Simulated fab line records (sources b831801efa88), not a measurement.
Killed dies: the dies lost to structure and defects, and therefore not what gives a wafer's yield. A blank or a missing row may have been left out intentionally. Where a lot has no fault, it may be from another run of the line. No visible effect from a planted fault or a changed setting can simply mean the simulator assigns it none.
Split-lot trial || flow gf180mcu || 23 wafers read across 5 lots, on a route 602 steps long

== THE SPLIT ITSELF ==
At GF_M3_SPUTTER_01 (material TiN, target thk 30 nm, time 25 s), the setting power w was moved away from the recipe's 6500 W on 4 of the 23 wafers read, by -7.3% to -3.2%. All remaining wafers had this setting at the recipe value.

The reading is taken at the split's own step.

== THE READING ==
TiN_of_M3_SPUTTER_01.thk nm (the simulator's own value, which no gauge read), in nm, at GF_M3_SPUTTER_01 (material TiN, target thk 30 nm, time 25 s). There is no usual value for it anywhere in the file. The 19 wafers here that ran the recipe average 29.88 nm, standard deviation 0.2 nm.

{"wafer": "L074.1", "tool, chamber at the split": "pvd sputter-01, -", "power w as run, W": 6293, "against the recipe": "-3.2%", "TiN_of_M3_SPUTTER_01.thk nm, nm": 28.93, "against lot-mates on the recipe": -1.05}
{"wafer": "L074.6", "tool, chamber at the split": "pvd sputter-01, -", "power w as run, W": 6293, "against the recipe": "-3.2%", "TiN_of_M3_SPUTTER_01.thk nm, nm": 28.93, "against lot-mates on the recipe": -1.05}
{"wafer": "L074.3", "tool, chamber at the split": "pvd sputter-01, -", "power w as run, W": 6500, "against the recipe": "recipe", "TiN_of_M3_SPUTTER_01.thk nm, nm": 29.94, "against lot-mates on the recipe": "-"}
{"wafer": "L074.4", "tool, chamber at the split": "pvd sputter-01, -", "power w as run, W": 6500, "against the recipe": "recipe", "TiN_of_M3_SPUTTER_01.thk nm, nm": 30.01, "against lot-mates on the recipe": "-"}
{"wafer": "L074.5", "tool, chamber at the split": "pvd sputter-01, -", "power w as run, W": 6500, "against the recipe": "recipe", "TiN_of_M3_SPUTTER_01.thk nm, nm": 29.99, "against lot-mates on the recipe": "-"}
{"wafer": "L076.1", "tool, chamber at the split": "pvd sputter-02, -", "power w as run, W": 6500, "against the recipe": "recipe", "TiN_of_M3_SPUTTER_01.thk nm, nm": 30.06, "against lot-mates on the recipe": "-"}
{"wafer": "L076.2", "tool, chamber at the split": "pvd sputter-02, -", "power w as run, W": 6500, "against the recipe": "recipe", "TiN_of_M3_SPUTTER_01.thk nm, nm": 30.1, "against lot-mates on the recipe": "-"}
{"wafer": "L076.3", "tool, chamber at the split": "pvd sputter-02, -", "power w as run, W": 6500, "against the recipe": "recipe", "TiN_of_M3_SPUTTER_01.thk nm, nm": 30.18, "against lot-mates on the recipe": "-"}
{"wafer": "L076.5", "tool, chamber at the split": "pvd sputter-02, -", "power w as run, W": 6500, "against the recipe": "recipe", "TiN_of_M3_SPUTTER_01.thk nm, nm": 29.92, "against lot-mates on the recipe": "-"}
{"wafer": "L076.6", "tool, chamber at the split": "pvd sputter-02, -", "power w as run, W": 6500, "against the recipe": "recipe", "TiN_of_M3_SPUTTER_01.thk nm, nm": 30.23, "against lot-mates on the recipe": "-"}
{"wafer": "L078.1", "tool, chamber at the split": "pvd sputter-02, -", "power w as run, W": 6500, "against the recipe": "recipe", "TiN_of_M3_SPUTTER_01.thk nm, nm": 29.69, "against lot-mates on the recipe": "-"}
{"wafer": "L078.2", "tool, chamber at the split": "pvd sputter-02, -", "power w as run, W": 6500, "against the recipe": "recipe", "TiN_of_M3_SPUTTER_01.thk nm, nm": 29.83, "against lot-mates on the recipe": "-"}
{"wafer": "L078.3", "tool, chamber at the split": "pvd sputter-02, -", "power w as run, W": 6500, "against the recipe": "recipe", "TiN_of_M3_SPUTTER_01.thk nm, nm": 29.42, "against lot-mates on the recipe": "-"}
{"wafer": "L078.4", "tool, chamber at the split": "pvd sputter-02, -", "power w as run, W": 6500, "against the recipe": "recipe", "TiN_of_M3_SPUTTER_01.thk nm, nm": 29.94, "against lot-mates on the recipe": "-"}
{"wafer": "L078.5", "tool, chamber at the split": "pvd sputter-02, -", "power w as run, W": 6500, "against the recipe": "recipe", "TiN_of_M3_SPUTTER_01.thk nm, nm": 29.78, "against lot-mates on the recipe": "-"}
{"wafer": "L079.1", "tool, chamber at the split": "pvd sputter-02, -", "power w as run, W": 6500, "against the recipe": "recipe", "TiN_of_M3_SPUTTER_01.thk nm, nm": 29.72, "against lot-mates on the recipe": "-"}
{"wafer": "L079.4", "tool, chamber at the split": "pvd sputter-02, -", "power w as run, W": 6500, "against the recipe": "recipe", "TiN_of_M3_SPUTTER_01.thk nm, nm": 29.55, "against lot-mates on the recipe": "-"}
{"wafer": "L079.6", "tool, chamber at the split": "pvd sputter-02, -", "power w as run, W": 6500, "against the recipe": "recipe", "TiN_of_M3_SPUTTER_01.thk nm, nm": 29.73, "against lot-mates on the recipe": "-"}
{"wafer": "L085.1", "tool, chamber at the split": "pvd sputter-01, -", "power w as run, W": 6024, "against the recipe": "-7.3%", "TiN_of_M3_SPUTTER_01.thk nm, nm": 27.66, "against lot-mates on the recipe": -2.24}
{"wafer": "L085.2", "tool, chamber at the split": "pvd sputter-01, -", "power w as run, W": 6500, "against the recipe": "recipe", "TiN_of_M3_SPUTTER_01.thk nm, nm": 29.84, "against lot-mates on the recipe": "-"}
{"wafer": "L085.3", "tool, chamber at the split": "pvd sputter-01, -", "power w as run, W": 6024, "against the recipe": "-7.3%", "TiN_of_M3_SPUTTER_01.thk nm, nm": 27.41, "against lot-mates on the recipe": -2.49}
{"wafer": "L085.4", "tool, chamber at the split": "pvd sputter-01, -", "power w as run, W": 6500, "against the recipe": "recipe", "TiN_of_M3_SPUTTER_01.thk nm, nm": 29.93, "against lot-mates on the recipe": "-"}
{"wafer": "L085.6", "tool, chamber at the split": "pvd sputter-01, -", "power w as run, W": 6500, "against the recipe": "recipe", "TiN_of_M3_SPUTTER_01.thk nm, nm": 29.94, "against lot-mates on the recipe": "-"}

THE FIT
A straight line over all 23 wafers: TiN_of_M3_SPUTTER_01.thk nm changes by +0.318 nm for each +1% of power w; r = +0.97; the points scatter about the line by 0.19 nm.
The same after taking each lot's own level away (the mean of its wafers on the recipe; 23 wafers): +0.324 nm for each +1%; r = +0.99; scatter 0.11 nm.
The reading moves by 2.4 nm for the largest change in power w, on that fit.
The span of the lots' own levels, 29.667 to 30.098 nm, comes to 2.2 times the standard deviation stated above.
Hence the lot-to-lot level has little effect on the slope; both slopes agree.
Check: with one of the wafers moved furthest among these (-7.3%) left out of the fit, the line predicts -2.47 nm for it against its lot-mates. Against them it came out at -2.24 nm.

== ADDITIONAL SPLITS CARRIED BY THESE WAFERS ==
These wafers also went through other splits before the reading. Each is held against what the fit with the lots' levels taken away leaves over:
{"other split on the same wafers": "GF_M1_SPUTTER_04 power w", "wafers away from the commonest value": 5, "r with TiN_of_M3_SPUTTER_01.thk nm (lot level and that fit taken away)": -0.05}
{"other split on the same wafers": "GF_V1_CMP_04 leave above ref nm", "wafers away from the commonest value": 6, "r with TiN_of_M3_SPUTTER_01.thk nm (lot level and that fit taken away)": -0.03}
{"other split on the same wafers": "GF_V1_SOFTBAKE_10 temp c", "wafers away from the commonest value": 5, "r with TiN_of_M3_SPUTTER_01.thk nm (lot level and that fit taken away)": -0.34}
{"other split on the same wafers": "GF_V2_COAT_09 resist thk nm", "wafers away from the commonest value": 5, "r with TiN_of_M3_SPUTTER_01.thk nm (lot level and that fit taken away)": "+0.16"}
{"other split on the same wafers": "GF_V2_SOFTBAKE_10 temp c", "wafers away from the commonest value": 9, "r with TiN_of_M3_SPUTTER_01.thk nm (lot level and that fit taken away)": "+0.23"}

== THE FILE'S OWN FIT ==
TiN_of_M3_SPUTTER_01.thk nm changes by +0.324 nm for each +1% of power w, r = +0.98.
